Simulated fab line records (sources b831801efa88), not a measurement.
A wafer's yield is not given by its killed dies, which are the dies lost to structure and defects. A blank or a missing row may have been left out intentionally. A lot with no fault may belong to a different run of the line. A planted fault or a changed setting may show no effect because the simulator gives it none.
2 desks looking at one fault    flow sfqLine    each desk has only its own numbers; what lay behind them comes last

FROM THE METROLOGY DESK
What the gauges read for every lot (on any tool): the sampled wafers with a number, averaged. If a lot's mean is further than 4 standard deviations from the usual mean, the lot is out of limits and carries the mark OUT (the distance appears in the brackets).
Columns: A = L0V_OVL at SFQ_L0V_OVL_MEAS_903, usual 1 nm
lot   first seen here  A
L554  day 10 17:04     -5
L555  day 11 01:28     2
L557  day 11 17:04     -7
L558  day 11 21:52     5
L560  day 12 06:16     -2
L567  day 14 23:12     1
Finding of this desk: none of the 6 lots has anything out of limits.

THE TOOL OWNER'S DESK: lithoTrack-01
The tool's own readings at SFQ_TRILAYER_L0_VIA_LITHO_COAT_013 (resist thk 650 nm): means of the sampled wafers that have a number, for each lot that ran on this tool. If a lot's mean is further than 4 standard deviations from the usual mean, the lot is out of limits and carries the mark OUT (the distance appears in the brackets).
Columns: A = spinSpeedRpm at SFQ_TRILAYER_L0_VIA_LITHO_COAT_013, usual 3000.1 rpm
lot   first seen here  A
L555  day 6 20:20      2999.2
L558  day 7 15:02      2523.1 (-99 or more) OUT
L560  day 8 03:26      2520.2 (-99 or more) OUT
This desk finds L558, L560 out of limits, L558 being first, at day 7 15:02 (spinSpeedRpm at SFQ_TRILAYER_L0_VIA_LITHO_COAT_013). L555: within limits.

ALL TOGETHER
An alarm could have come from the tool owner's desk at day 7 15:02, on L558, L560.
From the metrology desk's view, nothing was out of limits.
The metrology desk holds a record of L558, L560, inside its limits.
All the named lots went through SFQ_TRILAYER_L0_VIA_LITHO_COAT_013 on lithoTrack-01.

WHAT HAD BEEN PUT IN BY THE SIMULATOR
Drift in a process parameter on lithoTrack-01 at SFQ_TRILAYER_L0_VIA_LITHO_COAT_013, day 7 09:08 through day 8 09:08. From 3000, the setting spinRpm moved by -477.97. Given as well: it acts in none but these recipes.
Shown lots that were struck: L558, L560.
Time in hours from fault onset to the first out-of-limits reading at each desk: the tool owner's desk, 6.
